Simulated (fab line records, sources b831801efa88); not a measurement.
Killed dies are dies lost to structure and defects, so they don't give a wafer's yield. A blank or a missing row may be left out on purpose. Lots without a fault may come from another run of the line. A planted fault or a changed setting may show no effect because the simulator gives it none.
Which tool did it? | flow gf180mcu | 12 lots, 36 wafers sampled, at 5 steps of a route of 602

WHAT THE GAUGES READ, wafer by wafer
GF_M3_THK_MEAS_06: measures by xrf. Usual: M3_ALCU_THK 455 nm, standard deviation 6.8.
lot  | measured     | on            | M3_ALCU_THK (nm) | flag
L867 | day 21 00:23 | film_metro-01 | 461 455 463      |
L870 | day 22 04:58 | film_metro-04 | 467 460 457      |
L872 | day 23 07:53 | film_metro-04 | 461 461 468      |
L873 | day 23 13:40 | film_metro-02 | 448 455 451      |
L874 | day 23 17:35 | film_metro-02 | 453 442 445      |
L876 | day 24 12:44 | film_metro-04 | 449 458 453      |
L877 | day 24 16:27 | film_metro-02 | 452 449 455      |
L878 | day 24 23:07 | film_metro-01 | 459 463 455      |
L880 | day 25 16:29 | film_metro-04 | 459 459 461      |
L882 | day 26 06:44 | film_metro-01 | 452 445 446      |
L886 | day 27 08:58 | film_metro-01 | 466 461 463      |
L887 | day 27 14:12 | film_metro-01 | 461 462 454      |

GF_V3_THK_MEAS_25: measures by xrf. Usual: V3_W_THK 357 nm, standard deviation 5.2.
lot  | measured     | on            | V3_W_THK (nm) | flag
L867 | day 23 01:49 | film_metro-03 | 360 360 358   |
L870 | day 24 05:58 | film_metro-03 | 360 362 358   |
L872 | day 25 06:46 | film_metro-02 | 353 347 354   |
L873 | day 25 12:55 | film_metro-02 | 350 348 348   |
L874 | day 25 16:14 | film_metro-02 | 355 353 351   |
L876 | day 26 09:34 | film_metro-03 | 362 362 361   |
L877 | day 26 13:17 | film_metro-02 | 349 350 349   |
L878 | day 26 19:25 | film_metro-02 | 345 352 352   |
L880 | day 27 11:55 | film_metro-01 | 360 358 358   |
L882 | day 28 01:43 | film_metro-03 | 363 364 360   |
L886 | day 29 02:22 | film_metro-02 | 356 355 363   |
L887 | day 29 07:22 | film_metro-03 | 365 361 364   |

WHICH TOOL RAN EACH LOT (tool, then ch and the chambers of the sampled wafers, then the start)
lot  | GF_HV_LDD_COAT_14                 | GF_HV_LDD_STRIP_22                   | GF_M1_METAL_ETCH_16
L867 | litho_track-02 ch 0, day 10 19:50 | plasma_asher-04 ch 0,1, day 11 05:13 | rie_metal-01 ch 0, day 17 17:05
L870 | litho_track-03 ch 0, day 11 20:11 | plasma_asher-01 ch 0,1, day 12 06:07 | rie_metal-04 ch 0,1, day 18 22:19
L872 | litho_track-02 ch 0, day 12 16:55 | plasma_asher-02 ch 0,1, day 13 03:09 | rie_metal-01 ch 0,1, day 20 01:08
L873 | litho_track-02 ch 0, day 12 23:13 | plasma_asher-04 ch 0,1, day 13 09:32 | rie_metal-01 ch 0,1, day 20 08:10
L874 | litho_track-03 ch 0, day 13 02:35 | plasma_asher-02 ch 0,1, day 13 12:53 | rie_metal-04 ch 0,1, day 20 12:16
L876 | litho_track-02 ch 0, day 13 18:47 | plasma_asher-01 ch 0,1, day 14 05:03 | rie_metal-03 ch 0,1, day 21 08:43
L877 | litho_track-02 ch 0, day 13 23:55 | plasma_asher-02 ch 0,1, day 14 10:46 | rie_metal-04 ch 1, day 21 13:43
L878 | litho_track-03 ch 0, day 14 05:34 | plasma_asher-02 ch 0,1, day 14 16:20 | rie_metal-01 ch 1, day 21 20:07
L880 | litho_track-01 ch 0, day 14 22:42 | plasma_asher-01 ch 0,1, day 15 09:46 | rie_metal-01 ch 0,1, day 22 15:07
L882 | litho_track-02 ch 0, day 15 12:16 | plasma_asher-04 ch 0,1, day 15 23:41 | rie_metal-03 ch 0,1, day 23 06:38
L886 | litho_track-03 ch 0, day 16 17:47 | plasma_asher-04 ch 0,1, day 17 05:37 | rie_metal-04 ch 0,1, day 24 11:19
L887 | litho_track-03 ch 0, day 16 22:46 | plasma_asher-04 ch 0,1, day 17 11:07 | rie_metal-03 ch 0,1, day 24 16:43
- GF_HV_LDD_COAT_14: resist thk 1000 nm.
- GF_HV_LDD_STRIP_22: strips in O2/N2.
- GF_M1_METAL_ETCH_16: etches the open film in Cl2/BCl3, stops on SiO2, target depth 750.8 nm, time 125.1 s.

WHAT THE TOOLS THEMSELVES READ (means of the sampled wafers that have a number; where no wafer has one, the mark that the record gives instead)
GF_HV_LDD_COAT_14. Usual: exhaust_pa 45.1 Pa, standard deviation 0.78; spin_speed_rpm 3000.5 rpm, standard deviation 1.7.
lot  | tool           | exhaust_pa (Pa) | spin_speed_rpm (rpm) | flag
L867 | litho_track-02 | 45.2            | 2998.3               |
L870 | litho_track-03 | 46.3            | 2997.6               |
L872 | litho_track-02 | 45.1            | 2998.7               |
L873 | litho_track-02 | 45.4            | 3003.2               |
L874 | litho_track-03 | 45.1            | 3000.4               |
L876 | litho_track-02 | 44.6            | 3003.2               |
L877 | litho_track-02 | 44.2            | 3321.4               | OFF
L878 | litho_track-03 | 45.5            | 3001.4               |
L880 | litho_track-01 | 45.3            | 3001.7               |
L882 | litho_track-02 | 44.5            | 3320.1               | OFF
L886 | litho_track-03 | 45.0            | 3000.2               |
L887 | litho_track-03 | 45.8            | 2999.8               |

GF_HV_LDD_STRIP_22. Usual: drypump_motor_current_A 5.7 A, standard deviation 0.3; heater_power_w 327 W, standard deviation 26; oes_product_au 0.716 a.u., standard deviation 0.0045; strip_time_to_endpoint_s 12.62 s, standard deviation 0.04.
lot  | tool            | drypump_motor_current_A (A) | heater_power_w (W) | oes_product_au (a.u.) | strip_time_to_endpoint_s (s) | flag
L867 | plasma_asher-04 | 5.5                         | 343                | 0.715                 | 12.65                        |
L870 | plasma_asher-01 | 5.8                         | 302                | 0.712                 | 12.55                        |
L872 | plasma_asher-02 | 5.8                         | 321                | 0.714                 | 12.59                        |
L873 | plasma_asher-04 | 5.4                         | 337                | 0.722                 | 12.65                        |
L874 | plasma_asher-02 | 5.8                         | 325                | 0.710                 | 12.62                        |
L876 | plasma_asher-01 | 6.0                         | 330                | 0.719                 | 12.64                        |
L877 | plasma_asher-02 | 5.8                         | 322                | 0.716                 | 12.04                        | OFF
L878 | plasma_asher-02 | 5.8                         | 324                | 0.715                 | 12.62                        |
L880 | plasma_asher-01 | 5.8                         | 302                | 0.713                 | 12.55                        |
L882 | plasma_asher-04 | 5.4                         | 339                | 0.717                 | 12.11                        | OFF
L886 | plasma_asher-04 | 5.5                         | 343                | 0.714                 | 12.59                        |
L887 | plasma_asher-04 | 5.4                         | 338                | 0.713                 | 12.62                        |

GF_M1_METAL_ETCH_16. Usual: bcl3_flow_sccm 40.02 sccm, standard deviation 0.095; bias_w 139.9 W, standard deviation 0.44; drypump_motor_current_A 5.7 A, standard deviation 0.33; mfc_cl2_sccm 79.97 sccm, standard deviation 0.27; oes_product_au 0.991 a.u., standard deviation 0.0064; throttle_valve_pct 28.230 %, standard deviation 0.0094.
lot  | tool         | bcl3_flow_sccm (sccm) | bias_w (W) | drypump_motor_current_A (A) | mfc_cl2_sccm (sccm) | oes_product_au (a.u.) | throttle_valve_pct (%) | flag
L867 | rie_metal-01 | 39.92                 | 140.0      | 5.9                         | 80.61               | 0.982                 | 28.232                 |
L870 | rie_metal-04 | 40.02                 | 140.0      | 5.9                         | 80.20               | 0.993                 | 28.221                 |
L872 | rie_metal-01 | 40.02                 | 140.2      | 5.7                         | 79.84               | 0.973                 | 28.240                 |
L873 | rie_metal-01 | 40.02                 | 139.6      | 5.7                         | 79.77               | 0.990                 | 28.241                 |
L874 | rie_metal-04 | 40.01                 | 139.7      | 5.6                         | 80.13               | 0.996                 | 28.231                 |
L876 | rie_metal-03 | 40.10                 | 139.9      | 5.7                         | 80.03               | 0.991                 | 28.224                 |
L877 | rie_metal-04 | 40.03                 | 140.1      | 5.2                         | 79.83               | 0.997                 | 28.219                 |
L878 | rie_metal-01 | 40.01                 | 140.0      | 5.5                         | 80.27               | 0.987                 | 28.226                 |
L880 | rie_metal-01 | 40.01                 | 140.2      | 5.8                         | 79.94               | 0.990                 | 28.235                 |
L882 | rie_metal-03 | 40.08                 | 140.4      | 5.7                         | 79.76               | 0.990                 | 28.219                 |
L886 | rie_metal-04 | 40.07                 | 139.7      | 5.9                         | 79.83               | 0.990                 | 28.223                 |
L887 | rie_metal-03 | 40.01                 | 140.4      | 5.8                         | 79.99               | 0.990                 | 28.217                 |

THE ANSWER, worked out from the rows above alone
Rule: a lot is off if the mean of its wafers that have a number lies more than 3 standard deviations from the usual mean. A lot without any number at a reading at which 4 lots or more have one is off too. The other lots that the step has rows for count as sound. The gauges are gone through in route order, then the tools' own readings, and for those a lot's mean is taken as printed above. The first step at which some lot is off is used, and at that step the reading that is off furthest; a lot without a number counts as furthest.
Off: L877, L882, at GF_HV_LDD_COAT_14 (spin_speed_rpm).
A tool fits if, at that step or a process step before it, it ran every lot that is off, and no sound lot after the first of them. One fits: litho_track-02 at GF_HV_LDD_COAT_14. Its last sound lot is L876 (day 13 18:47), its first lot that is off L877 (day 13 23:55): a fault that began between those two fits.
The tool's own readings at GF_HV_LDD_COAT_14 bear it out: on the lots that are off they differ by more than 5 times the standard deviation of the sound lots' means. spin_speed_rpm reads 3320.8 rpm there against 3000.4 rpm on the sound lots.

WHAT THE SIMULATOR HAD PUT IN
Process parameter drift: litho_track-02, from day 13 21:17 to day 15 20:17, at GF_HV_LDD_COAT_14. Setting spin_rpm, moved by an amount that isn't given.
Lots struck among those shown: L877, L882. The rule above found the same.
